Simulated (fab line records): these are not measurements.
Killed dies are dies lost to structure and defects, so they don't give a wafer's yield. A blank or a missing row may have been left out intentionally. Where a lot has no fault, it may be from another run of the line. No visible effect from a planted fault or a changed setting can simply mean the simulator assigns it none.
8D (eight disciplines) problem report, filled in by code	flow sky130	the parts of the form that need people (team, actions taken, sign-off) are left out

1. WHAT IS WRONG
VIA1_W_RS at SKY_VIA1_RS_MEAS_22 reads a mean of 0.234 ohm/sq on 2 wafers of 1 lot; wafers without a fault read 0.426 ohm/sq with a standard deviation of 0.0066. That is -29 standard deviations from the usual mean.
The step: measures by four-point-probe.
Seen first at day 36 03:43 on film_metro-03, wafer L937.4. Wafers with a number at this step in the record: 36, from 12 lots. Rule for "out" (also "out of limits"): further than 4 standard deviations from the usual mean. All remaining wafers that have a number are taken as sound.

2. WHAT THIS IS AND IS NOT
question	is	is not
which readings at this step	VIA1_W_RS	-
which lots	L937	L935, L938, L950, L951, L952, L953, L954, L955, L956, L957, L958
which wafers of those lots	L937.4, L937.6	L937.3
read on which gauges	film_metro-03	film_metro-01, film_metro-02
when	from day 36 03:43	up to then (7 sound wafers); but 27 sound wafers of L950, L951, L952, L953, L954, L955, L956, L957, L958 came after

3. THE SUSPECTS, EACH WITH WHAT RULES IT OUT
Counting: if a tool at a process step up to the reading ran every lot that is out, it stays a suspect. Sound lots after the first of them don't rule it out here, since some wafers of a struck lot are sound.
- the gauge at SKY_VIA1_RS_MEAS_22: ruled out. All the wafers that are out were read on film_metro-03, but those of them that SKY_VIA1_CMP_24 has rows for are out there too, on other tools.
- cvd_w-02 at SKY_VIA1_CVD_21 (deposits W, target thk 270 nm, time 80.902 s): kept. It ran the lot that is out, L937 (day 36 03:37); its last sound lot up to then is L935 (day 33 11:36).
The count leaves cvd_w-02 at SKY_VIA1_CVD_21.

4. THE CAUSE (what the simulator had put in)
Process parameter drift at SKY_VIA1_CVD_21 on cvd_w-02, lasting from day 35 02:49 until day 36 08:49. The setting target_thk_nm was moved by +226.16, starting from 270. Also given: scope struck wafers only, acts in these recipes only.
After counting, this tool was the only one left.

5. THE EFFECT CHAIN, in route order
Each row: a reading whose mean over the struck wafers that have a number lies more than 3 standard deviations from the usual. Scope: only readings with a usual standard deviation given in the record; hours: median across lots of the time from each lot's start at the first step in this table that gives one to its start at this step; sigmas: change in usual standard deviations.
hours	step	reading	usual	on struck wafers	change	sigmas
0	SKY_VIA1_RS_MEAS_22	VIA1_W_RS	0.426 ohm/sq	0.234	-0.192	-29
11	SKY_VIA1_THK_MEAS_23	VIA1_W_THK	265 nm	458	+193	+41
13	SKY_VIA1_CMP_24	time_to_endpoint_s	65 s	116	+52	+16
Here are the process steps it includes:
- SKY_VIA1_CMP_24: polishes, stops on SiO2, t overpolish 15 s, target thk 0 nm.

6. HOW IT WOULD HAVE BEEN CAUGHT EARLIER
In this record the first reading out of limits at a measuring or inspecting step was taken at day 36 03:43, 25 hours after the fault began at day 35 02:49.
An alarm limit of 4 standard deviations would not have fired on the tool readings at SKY_VIA1_CVD_21 for which the record gives a usual standard deviation, since none of them was out on any struck wafer.
By day 36 03:43, every lot that is out (1) had started SKY_VIA1_CVD_21 on cvd_w-02. Holding the tool at that point would not have protected any of them.
